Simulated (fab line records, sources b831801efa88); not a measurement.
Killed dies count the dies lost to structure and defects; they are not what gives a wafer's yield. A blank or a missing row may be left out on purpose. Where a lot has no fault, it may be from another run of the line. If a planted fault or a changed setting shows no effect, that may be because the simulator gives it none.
fab line records | flow sky130
record: lots: 7 | wafers: 21 | lastDay: 50
route steps=708 shown FIELD_ISO@11 PAD_OPEN@708
lots with no fault: from the same line, run without faults
startH: start of the lot's first displayed wafer, in hours after the record's first day | waitH: time in hours since the lot's previous step | " identical to the entry in the row above | L1.1+2: a row that stands for several wafers | - no value, or no start given | * or withheld: withheld | < > ~ a bound
route shown NAME@n: names a module that has steps shown in the file, with the first one's number in the route | usual: average and standard deviation across the fault-free wafers | same: alike in all rows | chamber/n: place in a boat | sites: each site's reading | _std_site: the standard deviation of these | _edge_site: the outer-site mean with the inner-site mean subtracted | radiusMm: for every site, how far away it sits from the centre of the wafer | mask NAME#n: copy n | behind: the most recent tool/chamber to have shaped the wafer | hold: what put the lot on hold/how long, in hours/how the hold closed | device: which transistor (n, p or np) failed to switch | end of line: at the end of the route, the tests of the same wafers | step lacking rows: just its recipe | killed: the dies lost at the first sort to structure and to defects; this is not the yield of the wafer | map: dies across one wafer; x = killed, . = not, _ = none there
set.NAME: the setting the step ran with; set.NAME@STEP: the setting that earlier step ran with | model.NAME: the simulator's own value behind a step, which no gauge read
certain route steps with their lots: each step a table, each wafer a row
services: when a tool's chamber went out of use (startH, in hours from the record's first day, below 0 if earlier), for how many hours, and the reason
== steps ==
step: SKY_FIELD_ISO_EXPOSE_10
recipe: maskId: FOM | na: 0.68 | sourceShape: annular | sigmaInner: 0.4 | sigmaOuter: 0.8 | targetCdNm: 150 | doseMj: 28
step: SKY_FIELD_ISO_PEB_11
recipe: pebTempC: withheld | pebTimeS: withheld | resist: KrF-thick
step: SKY_FIELD_ISO_DEVELOP_12
recipe: developTimeS: 60 | resist: KrF-thick | devTempC: 21
step: SKY_FIELD_ISO_CD_MEAS_13
recipe: targetCdNm: 150
usual: cdNm: 149.8/1.3
lot.wafer | tool     | chamber | startH | waitH | cdNm
L711.2    | cdSem-02 | -       | 32.83  | -     | 148.5
L711.4    | "        | -       | "      | "     | 149.2
L711.5    | "        | -       | "      | "     | 147.8
L713.2    | cdSem-01 | -       | 38.34  | -     | 151.3
L713.3    | "        | -       | "      | "     | 151.9
L713.5    | "        | -       | "      | "     | 151.1
L714.1    | cdSem-02 | -       | 46.51  | -     | 149.2
L714.2    | "        | -       | "      | "     | 150.0
L714.3    | "        | -       | "      | "     | 149.8
L718.1    | cdSem-02 | -       | 65.56  | -     | 147.5
L718.2    | "        | -       | "      | "     | 147.6
L718.6    | "        | -       | "      | "     | 149.1
L730.1    | cdSem-02 | -       | 127.56 | -     | 148.3
L730.2    | "        | -       | "      | "     | 149.8
L730.6    | "        | -       | "      | "     | 148.1
L731.2    | cdSem-02 | -       | 131.24 | -     | 151.3
L731.3    | "        | -       | "      | "     | 150.5
L731.6    | "        | -       | "      | "     | 150.5
L734.1    | cdSem-01 | -       | 149.16 | -     | 148.8
L734.2    | "        | -       | "      | "     | 149.8
L734.3    | "        | -       | "      | "     | 150.1
step: SKY_FIELD_ISO_ETCH_14
recipe: chemistry: N2/H2 | target: BARC | ionEnergyEv: 200 | sourceW: 500 | biasW: 100 | pressureMtorr: 30 | n2FlowSccm: 100 | h2FlowSccm: 200 | stopOn: SiO2 | timeS: 45.9 | targetDepthA: 600
usual: drypumpMotorCurrentA: 5.7/0.38 | oesProductAu: 0.855/0.0048 | throttleValvePct: 13.225/0.0088
lot.wafer | tool       | chamber | startH | waitH | drypumpMotorCurrentA | oesProductAu | rfHoursCounterH | throttleValvePct
L711.2    | rieDiel-03 | 2       | 32.93  | 0.1   | 5.2                  | 0.855        | 141             | 13.229
L711.4    | "          | 3       | "      | "     | 6.2                  | 0.842        | 14              | 13.229
L711.5    | "          | 2       | "      | "     | 5.2                  | 0.859        | -               | 13.229
L713.2    | rieDiel-03 | 0       | 38.44  | 0.1   | 6.0                  | 0.842        | 33              | 13.229
L713.3    | "          | 3       | "      | "     | 6.2                  | 0.855        | 14              | 13.224
L713.5    | "          | 2       | "      | "     | 5.3                  | 0.852        | -               | 13.231
L714.1    | rieDiel-04 | 3       | 46.63  | 0.1   | 6.1                  | 0.846        | 0               | 13.216
L714.2    | "          | 0       | "      | "     | 6.1                  | 0.851        | 6               | 13.228
L714.3    | "          | 1       | "      | "     | 5.8                  | 0.858        | 36              | 13.221
L718.1    | rieDiel-01 | 3       | 65.68  | 0.1   | 6.1                  | 0.848        | 116             | 13.219
L718.2    | "          | 1       | "      | "     | 5.6                  | 0.852        | 48              | 13.216
L718.6    | "          | 2       | "      | "     | 5.8                  | 0.849        | -               | 13.200
L730.1    | rieDiel-03 | 2       | 127.68 | 0.1   | 5.2                  | 0.856        | 142             | 13.225
L730.2    | "          | 3       | "      | "     | 6.2                  | 0.854        | 15              | 13.215
L730.6    | "          | 0       | "      | "     | 6.0                  | 0.864        | -               | 13.232
L731.2    | rieDiel-03 | 3       | 131.34 | 0.1   | 6.2                  | 0.860        | 16              | 13.214
L731.3    | "          | 2       | "      | "     | 5.3                  | 0.854        | 142             | 13.218
L731.6    | "          | 0       | "      | "     | 6.0                  | 0.849        | -               | 13.227
L734.1    | rieDiel-01 | 2       | 149.28 | 0.1   | 5.8                  | 0.852        | 7               | 13.231
L734.2    | "          | 1       | "      | "     | 5.6                  | 0.861        | 50              | 13.225
L734.3    | "          | 3       | "      | "     | 6.1                  | 0.860        | 118             | 13.237
step: SKY_FIELD_ISO_ETCH_15
recipe: chemistry: CHF3/O2 | targetDepthNm: 180 | stopOn: Si | sourceW: 610 | biasW: 200 | pressureMtorr: 40 | chf3FlowSccm: 50 | O2_flow_sccm: 5 | timeS: 72
usual: drypumpMotorCurrentA: 5.7/0.38 | oesProductAu: 0.943/0.0068 | throttleValvePct: 8.843/0.0089
lot.wafer | tool       | chamber | startH | waitH | drypumpMotorCurrentA | oesProductAu | rfHoursCounterH | throttleValvePct
L711.2    | rieDiel-03 | 2       | 32.97  | 0.0   | 5.3                  | 0.940        | 141             | 8.850
L711.4    | "          | 3       | "      | "     | 6.2                  | 0.945        | 14              | 8.840
L711.5    | "          | 2       | "      | "     | 5.3                  | 0.939        | -               | 8.838
L713.2    | rieDiel-03 | 0       | 38.48  | 0.0   | 6.0                  | 0.946        | 33              | 8.857
L713.3    | "          | 3       | "      | "     | 6.2                  | 0.956        | 14              | 8.834
L713.5    | "          | 2       | "      | "     | 5.3                  | 0.954        | -               | 8.836
L714.1    | rieDiel-04 | 3       | 46.67  | 0.0   | 6.1                  | 0.935        | 0               | 8.851
L714.2    | "          | 0       | "      | "     | 6.1                  | 0.943        | 6               | 8.834
L714.3    | "          | 1       | "      | "     | 5.8                  | 0.933        | 36              | 8.841
L718.1    | rieDiel-01 | 3       | 65.72  | 0.0   | 6.1                  | 0.942        | 116             | 8.830
L718.2    | "          | 1       | "      | "     | 5.6                  | 0.943        | 48              | 8.846
L718.6    | "          | 2       | "      | "     | 5.8                  | 0.948        | -               | 8.849
L730.1    | rieDiel-03 | 2       | 127.72 | 0.0   | 5.2                  | 0.940        | 142             | 8.848
L730.2    | "          | 3       | "      | "     | 6.2                  | 0.937        | 16              | 8.829
L730.6    | "          | 0       | "      | "     | 6.0                  | 0.938        | -               | 8.861
L731.2    | rieDiel-03 | 3       | 131.38 | 0.0   | 6.2                  | 0.941        | 16              | 8.836
L731.3    | "          | 2       | "      | "     | 5.3                  | 0.944        | 142             | 8.847
L731.6    | "          | 0       | "      | "     | 6.0                  | 0.938        | -               | 8.840
L734.1    | rieDiel-01 | 2       | 149.32 | 0.0   | 5.8                  | 0.944        | 7               | 8.850
L734.2    | "          | 1       | "      | "     | 5.6                  | 0.955        | 50              | 8.836
L734.3    | "          | 3       | "      | "     | 6.1                  | 0.934        | 118             | 8.833
step: SKY_FIELD_ISO_STRIP_16
recipe: chemistry: O2/N2 | powerW: 1400 | pressureMtorr: 1500 | platenTempC: withheld | o2FlowSccm: 3000 | n2FlowSccm: 300 | overashFraction: 0.5
usual: drypumpMotorCurrentA: 6.1/0.36 | oesProductAu: 0.377/0.0049 | stripTimeToEndpointS: 3.54/0.041
same: overashFraction: 0.5
lot.wafer | tool           | chamber | startH | waitH | drypumpMotorCurrentA | oesProductAu | rfHoursCounterH | stripTimeToEndpointS
L711.2    | plasmaAsher-03 | 0       | 33.03  | 0.0   | 5.6                  | 0.383        | 32              | 3.57
L711.4    | "              | 0       | "      | "     | 5.6                  | 0.383        | -               | 3.55
L711.5    | "              | 1       | "      | "     | 6.4                  | 0.377        | -               | 3.56
L713.2    | plasmaAsher-01 | 1       | 38.54  | 0.0   | 6.4                  | 0.382        | 35              | 3.49
L713.3    | "              | 0       | "      | "     | 6.7                  | 0.386        | -               | 3.59
L713.5    | "              | 1       | "      | "     | 6.4                  | 0.378        | -               | 3.57
L714.1    | plasmaAsher-01 | 0       | 46.73  | 0.0   | 6.7                  | 0.378        | 36              | 3.53
L714.2    | "              | 1       | "      | "     | 6.4                  | 0.374        | 36              | 3.54
L714.3    | "              | 1       | "      | "     | 6.4                  | 0.379        | -               | 3.53
L718.1    | plasmaAsher-04 | 0       | 65.78  | 0.0   | 6.4                  | 0.378        | 25              | 3.50
L718.2    | "              | 1       | "      | "     | 5.8                  | 0.382        | 25              | 3.49
L718.6    | "              | 0       | "      | "     | 6.3                  | 0.374        | -               | 3.55
L730.1    | plasmaAsher-03 | 0       | 127.78 | 0.0   | 5.6                  | 0.387        | 42              | 3.59
L730.2    | "              | 1       | "      | "     | 6.4                  | 0.379        | 42              | 3.53
L730.6    | "              | 0       | "      | "     | 5.7                  | 0.380        | -               | 3.47
L731.2    | plasmaAsher-04 | 1       | 131.44 | 0.0   | 5.8                  | 0.380        | 32              | 3.56
L731.3    | "              | 1       | "      | "     | 5.8                  | 0.386        | -               | 3.58
L731.6    | "              | 1       | "      | "     | 5.8                  | 0.378        | -               | 3.50
L734.1    | plasmaAsher-04 | 0       | 149.38 | 0.0   | 6.4                  | 0.385        | 34              | 3.56
L734.2    | "              | 1       | "      | "     | 5.8                  | 0.378        | 34              | 3.56
L734.3    | "              | 1       | "      | "     | 5.8                  | 0.373        | -               | 3.54
step: SKY_FIELD_ISO_ETCH_17
recipe: targetDepthA: 3420 | maskMaterial: Si3N4 | chemistry: HBr/Cl2/O2 | target: Si | taperDeg: 5 | icpW: 600 | biasW: 150 | pressureMtorr: 15 | HBr_flow_sccm: 150 | Cl2_flow_sccm: 40 | O2_flow_sccm: 6 | timeS: 97.7
usual: drypumpMotorCurrentA: 5.8/0.41 | oesProductAu: 1.004/0.011 | throttleValvePct: 25.654/0.012
lot.wafer | tool     | chamber | startH | waitH | drypumpMotorCurrentA | oesProductAu | rfHoursCounterH | throttleValvePct
L711.2    | rieSi-01 | 3       | 33.13  | 0.1   | 5.3                  | 0.995        | 159             | 25.647
L711.4    | "        | 1       | "      | "     | 5.8                  | 0.989        | 61              | 25.662
L711.5    | "        | 2       | "      | "     | 6.3                  | 1.020        | -               | 25.657
L713.2    | rieSi-01 | 0       | 38.64  | 0.1   | 5.2                  | 1.005        | 3               | 25.648
L713.3    | "        | 3       | "      | "     | 5.2                  | 0.984        | 159             | 25.682
L713.5    | "        | 2       | "      | "     | 6.2                  | 1.014        | -               | 25.651
L714.1    | rieSi-01 | 0       | 46.83  | 0.1   | 5.2                  | 1.009        | 3               | 25.656
L714.2    | "        | 2       | "      | "     | 6.3                  | 1.030        | 84              | 25.639
L714.3    | "        | 1       | "      | "     | 5.8                  | 0.997        | 61              | 25.643
L718.1    | rieSi-01 | 3       | 65.88  | 0.1   | 5.2                  | 1.008        | 0               | 25.654
L718.2    | "        | 1       | "      | "     | 5.8                  | 0.991        | 61              | 25.655
L718.6    | "        | 3       | "      | "     | 5.2                  | 1.006        | -               | 25.648
L730.1    | rieSi-01 | 0       | 127.88 | 0.1   | 5.2                  | 0.996        | 4               | 25.676
L730.2    | "        | 2       | "      | "     | 6.2                  | 1.020        | 84              | 25.654
L730.6    | "        | 0       | "      | "     | 5.2                  | 1.003        | -               | 25.667
L731.2    | rieSi-02 | 1       | 131.54 | 0.1   | 6.3                  | 1.010        | 71              | 25.658
L731.3    | "        | 2       | "      | "     | 5.5                  | 1.011        | 108             | 25.642
L731.6    | "        | 2       | "      | "     | 5.5                  | 1.008        | -               | 25.653
L734.1    | rieSi-01 | 2       | 149.48 | 0.1   | 6.3                  | 1.022        | 85              | 25.645
L734.2    | "        | 0       | "      | "     | 5.2                  | 0.995        | 4               | 25.658
L734.3    | "        | 1       | "      | "     | 5.8                  | 1.001        | 62              | 25.661
step: SKY_FIELD_ISO_WET_ETCH_18
recipe: chemistry: H3PO4 | targetDepthNm: 25 | tempC: 160 | target: Si3N4 | timeS: 286
step: SKY_FIELD_ISO_CLEAN_19
recipe: chemistry: SC1/SC2 | mix: 1:4:20 | tempC: 70 | timeS: 150
step: SKY_FIELD_ISO_CLEAN_20
recipe: chemistry: dHF | timeS: 20 | dilution: 100:1
step: SKY_FIELD_ISO_WET_ETCH_21
recipe: chemistry: dHF | dilution: 100:1 | targetDepthNm: 20 | dry: ipaMarangoni | target: SiO2 | tempC: 25 | timeS: 400
step: SKY_FIELD_ISO_OXIDATION_22
recipe: tempC: 950 | ambient: O2 | stabiliseS: 600 | purgeS: 300 | targetThkA: 100 | oxTimeS: 623
usual: zonePowerBottomPct: 31/4.8 | zonePowerCentrePct: 18.8/0.82 | zonePowerUpperPct: 19.4/1.1
same: stabiliseS: 600
lot.wafer | tool       | chamber | startH | waitH | zonePowerBottomPct | zonePowerCentrePct | zonePowerUpperPct | model.SiO2_of_FIELD_ISO_OXIDATION_22.thkNm
L711.2    | furnace-01 | 0       | 34.13  | 0.6   | 36                 | 19.4               | 18.0              | 9.632
L711.4    | "          | 0       | "      | "     | 35                 | 19.1               | 18.4              | 9.817
L711.5    | "          | 0       | "      | "     | 35                 | 19.7               | 18.4              | 9.732
L713.2    | furnace-01 | 0       | 39.23  | 0.0   | 35                 | 19.4               | 18.7              | 10.21
L713.3    | "          | 0       | "      | "     | 35                 | 19.3               | 18.4              | 10.32
L713.5    | "          | 0       | "      | "     | 35                 | 19.0               | 18.0              | 10.48
L714.1    | furnace-02 | 0       | 47.19  | 0.0   | 25                 | 17.9               | 20.6              | 9.783
L714.2    | "          | 0       | "      | "     | 26                 | 17.9               | 20.3              | 9.812
L714.3    | "          | 0       | "      | "     | 26                 | 18.0               | 20.5              | 9.874
L718.1    | furnace-02 | 0       | 67.66  | 1.3   | 26                 | 17.7               | 20.3              | 10.18
L718.2    | "          | 0       | "      | "     | 25                 | 17.9               | 20.6              | 10.02
L718.6    | "          | 0       | "      | "     | 25                 | 17.7               | 20.5              | 10.07
L730.1    | furnace-01 | 0       | 130.08 | 1.8   | 36                 | 19.6               | 18.1              | 4.326
L730.2    | "          | 0       | "      | "     | 35                 | 19.5               | 18.5              | 4.385
L730.6    | "          | 0       | "      | "     | 35                 | 19.8               | 18.4              | 4.378
L731.2    | furnace-01 | 0       | 132.66 | 0.8   | 35                 | 19.7               | 18.1              | 4.306
L731.3    | "          | 0       | "      | "     | 35                 | 19.9               | 18.4              | 4.213
L731.6    | "          | 0       | "      | "     | 35                 | 19.4               | 18.4              | 4.322
L734.1    | furnace-01 | 0       | 149.84 | 0.0   | 35                 | 19.3               | 18.4              | 4.262
L734.2    | "          | 0       | "      | "     | 35                 | 19.6               | 18.5              | 4.433
L734.3    | "          | 0       | "      | "     | 35                 | 19.7               | 18.4              | 4.391
step: SKY_FIELD_ISO_THK_MEAS_23
recipe: reads: SiO2_of_FIELD_ISO_OXIDATION_22
usual: FIELD_ISO_OXIDATION_01_THK: 10.02/0.2
lot.wafer | tool         | chamber | startH | waitH | FIELD_ISO_OXIDATION_01_THK[nm]
L711.2    | filmMetro-03 | -       | 35.31  | 0.0   | 9.64
L711.4    | "            | -       | "      | "     | 9.75
L711.5    | "            | -       | "      | "     | 9.70
L713.2    | filmMetro-01 | -       | 40.41  | 0.0   | 10.24
L713.3    | "            | -       | "      | "     | 10.28
L713.5    | "            | -       | "      | "     | 10.48
L714.1    | filmMetro-01 | -       | 48.36  | 0.0   | 9.80
L714.2    | "            | -       | "      | "     | 9.77
L714.3    | "            | -       | "      | "     | 9.86
L718.1    | filmMetro-01 | -       | 68.83  | 0.0   | 10.25
L718.2    | "            | -       | "      | "     | 10.03
L718.6    | "            | -       | "      | "     | 10.11
L730.1    | filmMetro-01 | -       | 131.25 | 0.0   | 4.33
L730.2    | "            | -       | "      | "     | 4.32
L730.6    | "            | -       | "      | "     | 4.34
L731.2    | filmMetro-04 | -       | 133.84 | 0.0   | 4.34
L731.3    | "            | -       | "      | "     | 4.18
L731.6    | "            | -       | "      | "     | 4.37
L734.1    | filmMetro-03 | -       | 151.01 | 0.0   | 4.29
L734.2    | "            | -       | "      | "     | 4.43
L734.3    | "            | -       | "      | "     | 4.37
step: SKY_FIELD_ISO_CVD_24
recipe: material: SiO2 | targetThkNm: 595 | tempC: 650 | sigmaOpenFrac: 0.3 | timeS: 99.2 | sih4FlowSccm: 60 | pressureMtorr: 6
step: SKY_PAD_OPEN_PROBE_99
usual: killed_at_M0_to_M3: 44/6.8 | killed_at_M4_up: 2.9/1.7 | killedAtContacts: 24/5.2 | killedAtFrontEnd: 15/4 | killedAtOther: 0.2/0.44 | killedDies: 86/9.9 | killedOpen: 47/7.9 | killedShort: 39/6.3
same: grossDies: 492 | killedAtBackSide: 0
lot.wafer | tool      | chamber | startH  | waitH | killed_at_M0_to_M3 | killed_at_M4_up | killedAtContacts | killedAtFrontEnd | killedAtOther | killedDies | killedOpen | killedShort | model.etest.diodeNdiffFingers.leakLog10ACm2 | model.etest.diodePdiffFingers.leakLog10ACm2 | model.etest.sramNfetPass.offLog10AUm
L711.2    | prober-01 | -       | 1082.53 | 0.1   | 41                 | 1               | 18               | 19               | 0             | 79         | 41         | 36          | -6.896                                      | -6.487                                      | -12.81
L711.4    | prober-01 | -       | 1082.63 | 0.2   | 45                 | 2               | 25               | 22               | 0             | 94         | 52         | 34          | -6.62                                       | -6.403                                      | -12.69
L711.5    | prober-01 | -       | 1082.68 | 0.2   | 53                 | 3               | 23               | 18               | 0             | 97         | 49         | 48          | -6.72                                       | -6.364                                      | -12.69
L713.2    | prober-01 | -       | 1097.60 | 0.1   | 41                 | 4               | 25               | 13               | 1             | 84         | 50         | 34          | -6.449                                      | -6.38                                       | -12.72
L713.3    | prober-01 | -       | 1097.65 | 0.2   | 36                 | 2               | 15               | 13               | 0             | 66         | 30         | 36          | -6.795                                      | -6.432                                      | -12.68
L713.5    | prober-01 | -       | 1097.75 | 0.2   | 45                 | 4               | 23               | 21               | 0             | 93         | 53         | 40          | -6.828                                      | -6.817                                      | -12.64
L714.1    | prober-02 | -       | 1105.18 | 0.1   | 37                 | 2               | 32               | 17               | 0             | 88         | 41         | 47          | -6.397                                      | -6.649                                      | -12.51
L714.2    | prober-02 | -       | 1105.23 | 0.1   | 37                 | 6               | 28               | 18               | 0             | 89         | 48         | 41          | -6.882                                      | -6.552                                      | -12.66
L714.3    | prober-02 | -       | 1105.28 | 0.2   | 41                 | 4               | 16               | 22               | 0             | 83         | 47         | 35          | -6.895                                      | -6.748                                      | -12.51
L718.1    | prober-02 | -       | 1123.36 | 0.1   | 43                 | 2               | 25               | 13               | 0             | 83         | 40         | 43          | -6.673                                      | -6.566                                      | -12.82
L718.2    | prober-02 | -       | 1123.41 | 0.1   | 50                 | 3               | 23               | 15               | 0             | 91         | 49         | 41          | -6.459                                      | -6.502                                      | -12.51
L718.6    | prober-02 | -       | 1123.61 | 0.2   | 43                 | 1               | 17               | 14               | 0             | 75         | 41         | 34          | -6.862                                      | -6.502                                      | -12.51
L730.1    | prober-02 | -       | 1186.33 | 0.1   | 45                 | 3               | 31               | 14               | 0             | 93         | 53         | 40          | -6.601                                      | -6.318                                      | -12.1
L730.2    | prober-02 | -       | 1186.38 | 0.1   | 42                 | 6               | 14               | 11               | 0             | 73         | 39         | 33          | -5.85                                       | -6.02                                       | -12.08
L730.6    | prober-02 | -       | 1186.58 | 0.2   | 45                 | 1               | 17               | 12               | 1             | 76         | 34         | 42          | -6.29                                       | -6.173                                      | -12.35
L731.2    | prober-01 | -       | 1190.35 | 0.1   | 51                 | 1               | 19               | 20               | 0             | 91         | 50         | 41          | -6.458                                      | -6.295                                      | -12.29
L731.3    | prober-01 | -       | 1190.40 | 0.2   | 41                 | 3               | 22               | 15               | 0             | 81         | 43         | 38          | -6.12                                       | -6.173                                      | -12.35
L731.6    | prober-01 | -       | 1190.55 | 0.2   | 46                 | 2               | 25               | 22               | 1             | 96         | 49         | 47          | -6.066                                      | -6.121                                      | -12.39
L734.1    | prober-02 | -       | 1202.69 | 0.1   | 50                 | 5               | 27               | 18               | 1             | 101        | 59         | 42          | -6.114                                      | -6.301                                      | -12.33
L734.2    | prober-02 | -       | 1202.74 | 0.1   | 43                 | 3               | 20               | 17               | 0             | 83         | 52         | 31          | -6.129                                      | -6.211                                      | -12.69
L734.3    | prober-02 | -       | 1202.79 | 0.2   | 43                 | 2               | 26               | 17               | 0             | 88         | 56         | 32          | -6.483                                      | -5.946                                      | -12.42
killed by level:class
L711.2 VIA1:geometricParticle:open=10 VIA1:geometricParticle:short=7 LI_CONTACT:geometricParticle:open=6 CONTACT:geometricParticle:open=6 VIA3:geometricParticle:open=6 METAL1:geometricParticle:short=5 VIA2:geometricParticle:open=5 FIELD_ISO:geometricParticle:open=4
L711.4 VIA1:geometricParticle:open=14 CONTACT:geometricParticle:open=10 CONTACT:geometricParticle:short=6 VIA1:geometricParticle:short=6 LI_CONTACT:geometricParticle:open=5 METAL2:geometricParticle:open=5 SD_N:coatMicrobubblePrinted=5 FIELD_ISO:geometricParticle:open=4
L711.5 VIA1:geometricParticle:open=12 METAL1:geometricParticle:short=8 LI_CONTACT:geometricParticle:open=7 METAL2:geometricParticle:short=7 CONTACT:geometricParticle:open=6 VIA3:geometricParticle:open=6 CONTACT:geometricParticle:short=5 FIELD_ISO:geometricParticle:open=4
L713.2 CONTACT:geometricParticle:open=14 VIA3:geometricParticle:open=11 VIA2:geometricParticle:open=7 METAL1:geometricParticle:short=7 METAL2:geometricParticle:short=7 LOCAL_INTERCONNECT:geometricParticle:short=5 FIELD_ISO:geometricParticle:open=4 FIELD_ISO:geometricParticle:short=3
L713.3 VIA1:geometricParticle:open=6 VIA3:geometricParticle:open=6 CONTACT:geometricParticle:open=5 VIA3:geometricParticle:short=5 FIELD_ISO:geometricParticle:short=4 LI_CONTACT:geometricParticle:short=4 METAL1:geometricParticle:short=4 METAL2:geometricParticle:short=4
L713.5 CONTACT:geometricParticle:open=9 VIA3:geometricParticle:open=9 LI_CONTACT:geometricParticle:open=8 METAL2:geometricParticle:short=8 VIA1:geometricParticle:open=6 VIA2:geometricParticle:open=6 FIELD_ISO:geometricParticle:open=5 FIELD_ISO:geometricParticle:short=4
L714.1 CONTACT:geometricParticle:open=13 VIA2:geometricParticle:open=6 LI_CONTACT:geometricParticle:short=6 LI_CONTACT:geometricParticle:open=6 METAL1:geometricParticle:short=6 METAL2:geometricParticle:short=6 FIELD_ISO:geometricParticle:short=5 POLY_GATE:geometricParticle:short=5
L714.2 VIA1:geometricParticle:open=13 CONTACT:geometricParticle:open=10 LI_CONTACT:geometricParticle:open=7 VIA2:geometricParticle:open=5 METAL4:geometricParticle:short=5 FIELD_ISO:geometricParticle:short=4 LI_CONTACT:geometricParticle:short=4 CONTACT:geometricParticle:short=4
L714.3 VIA2:geometricParticle:open=9 POLY_GATE:geometricParticle:open=9 CONTACT:geometricParticle:open=8 METAL1:geometricParticle:short=7 VIA1:geometricParticle:open=7 FIELD_ISO:geometricParticle:short=4 LI_CONTACT:geometricParticle:open=4 METAL3:geometricParticle:short=4
L718.1 METAL1:geometricParticle:short=9 VIA1:geometricParticle:open=9 CONTACT:geometricParticle:open=8 CONTACT:geometricParticle:short=7 VIA3:geometricParticle:open=7 VIA1:geometricParticle:short=6 FIELD_ISO:geometricParticle:open=5 FIELD_ISO:geometricParticle:short=4
L718.2 CONTACT:geometricParticle:open=13 VIA3:geometricParticle:open=12 METAL1:geometricParticle:short=8 FIELD_ISO:geometricParticle:open=6 VIA1:geometricParticle:open=6 VIA1:geometricParticle:short=5 METAL2:geometricParticle:short=5 LOCAL_INTERCONNECT:geometricParticle:short=4
L718.6 VIA1:geometricParticle:open=14 CONTACT:geometricParticle:open=7 FIELD_ISO:geometricParticle:short=6 METAL2:geometricParticle:short=6 VIA1:geometricParticle:short=5 FIELD_ISO:geometricParticle:open=3 LI_CONTACT:geometricParticle:short=3 LI_CONTACT:geometricParticle:open=3
L730.1 VIA1:geometricParticle:open=11 LI_CONTACT:geometricParticle:open=10 CONTACT:geometricParticle:open=10 LOCAL_INTERCONNECT:geometricParticle:short=8 VIA3:geometricParticle:open=7 VIA3:geometricParticle:short=6 VIA2:geometricParticle:open=5 VIA1:geometricParticle:short=5
L730.2 VIA1:geometricParticle:open=12 METAL1:geometricParticle:short=7 CONTACT:geometricParticle:open=6 VIA1:geometricParticle:short=6 VIA2:geometricParticle:open=5 VIA3:geometricParticle:open=4 METAL2:geometricParticle:short=4 CONTACT:geometricParticle:short=3
L730.6 METAL1:geometricParticle:short=9 VIA1:geometricParticle:open=8 VIA1:geometricParticle:short=7 VIA2:geometricParticle:open=5 FIELD_ISO:geometricParticle:short=4 LOCAL_INTERCONNECT:geometricParticle:short=4 CONTACT:geometricParticle:short=4 CONTACT:geometricParticle:open=4
L731.2 VIA1:geometricParticle:open=13 FIELD_ISO:geometricParticle:open=8 VIA2:geometricParticle:open=8 LI_CONTACT:geometricParticle:open=7 VIA3:geometricParticle:short=7 CONTACT:geometricParticle:open=7 POLY_GATE:geometricParticle:short=6 VIA1:geometricParticle:short=5
L731.3 VIA3:geometricParticle:open=10 LI_CONTACT:geometricParticle:open=8 VIA3:geometricParticle:short=7 VIA1:geometricParticle:open=6 POLY_GATE:geometricParticle:short=5 POLY_GATE:geometricParticle:open=5 CONTACT:geometricParticle:open=5 VIA1:geometricParticle:short=5
L731.6 CONTACT:geometricParticle:open=10 VIA3:geometricParticle:open=9 POLY_GATE:geometricParticle:open=7 VIA2:geometricParticle:short=7 FIELD_ISO:geometricParticle:short=6 METAL1:geometricParticle:short=6 VIA1:geometricParticle:open=6 VIA2:geometricParticle:open=6
L734.1 VIA1:geometricParticle:open=14 CONTACT:geometricParticle:open=11 LI_CONTACT:geometricParticle:open=8 FIELD_ISO:geometricParticle:open=6 VIA3:geometricParticle:open=6 VIA3:geometricParticle:short=5 VIA1:geometricParticle:short=5 VIA2:geometricParticle:open=5
L734.2 VIA1:geometricParticle:open=11 CONTACT:geometricParticle:open=7 VIA1:geometricParticle:short=7 METAL1:geometricParticle:open=6 VIA2:geometricParticle:open=6 FIELD_ISO:geometricParticle:open=4 LI_CONTACT:geometricParticle:open=4 CONTACT:geometricParticle:short=4
L734.3 VIA1:geometricParticle:open=11 CONTACT:geometricParticle:open=9 VIA3:geometricParticle:open=8 POLY_GATE:geometricParticle:open=7 LOCAL_INTERCONNECT:geometricParticle:short=7 LI_CONTACT:geometricParticle:open=5 METAL1:geometricParticle:short=5 VIA2:geometricParticle:open=4
== services ==
tool           | chamber | startH | hours | kind
rieDiel-04     | 3       | 20.68  | -     | clean
rieDiel-04     | 3       | 20.68  | 18.1  | scheduledDown
rieDiel-04     | 3       | 20.68  | 18.1  | ventCycle
rieDiel-03     | 2       | 21.89  | 5.5   | repair
rieSi-01       | 3       | 39.63  | -     | clean
rieSi-01       | 3       | 39.63  | 14.0  | scheduledDown
rieSi-01       | 3       | 39.63  | 14.0  | ventCycle
plasmaAsher-01 | -       | 47.73  | 11.3  | repair
rieSi-01       | 2       | 57.57  | 6.1   | repair
plasmaAsher-03 | -       | 64.17  | 4.1   | repair
rieDiel-04     | 3       | 93.50  | 7.2   | repair
rieDiel-01     | -       | 104.91 | 1.1   | repair
rieDiel-04     | -       | 118.20 | 4.3   | pm
furnace-02     | -       | 122.39 | 3.1   | pm
rieDiel-01     | -       | 128.56 | 1.0   | repair
rieDiel-01     | 0       | 129.37 | 9.0   | repair
rieDiel-01     | -       | 133.68 | 2.8   | pm
furnace-01     | -       | 133.83 | 3.0   | pm
== key ==
firstSign: step: SKY_FIELD_ISO_THK_MEAS_23 | reading: FIELD_ISO_OXIDATION_01_THK | direction: down | sigmas: 29 | usual: 10.02 | struck: 4.33
effect none on later readings
modelEffect: step: SKY_FIELD_ISO_OXIDATION_22 | value: SiO2_of_FIELD_ISO_OXIDATION_22.thkNm | without: 10.03 | struck: 4.335
modelEffect: step: SKY_PAD_OPEN_PROBE_99 | value: etest.diodeNdiffFingers.leakLog10ACm2 | without: -6.657 | struck: -6.234
metAt SKY_FIELD_ISO_OXIDATION_22
struckWafers L730.1,L730.2,L730.6,L731.2,L731.3,L731.6,L734.1,L734.2,L734.3
testerLeftOut L730,L731,L734
onsetBetween 39.23 130.08
alsoFits time
fault: kind: processParameterDrift | tool: furnace-01 | chamber: - | onsetH: 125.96 | steps: SKY_FIELD_ISO_OXIDATION_22 | channel: oxTimeS | offset: * | shape: step | endH: 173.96 | actsIn: * | stated: *
testerLeftOut: of these lots the tester's yield and bins aren't shown, on N5 and GAA mostly nor the transistor test; their killed dies are dies lost to structure and defects alone, not to doping, threshold or leakage, so they don't give the yield
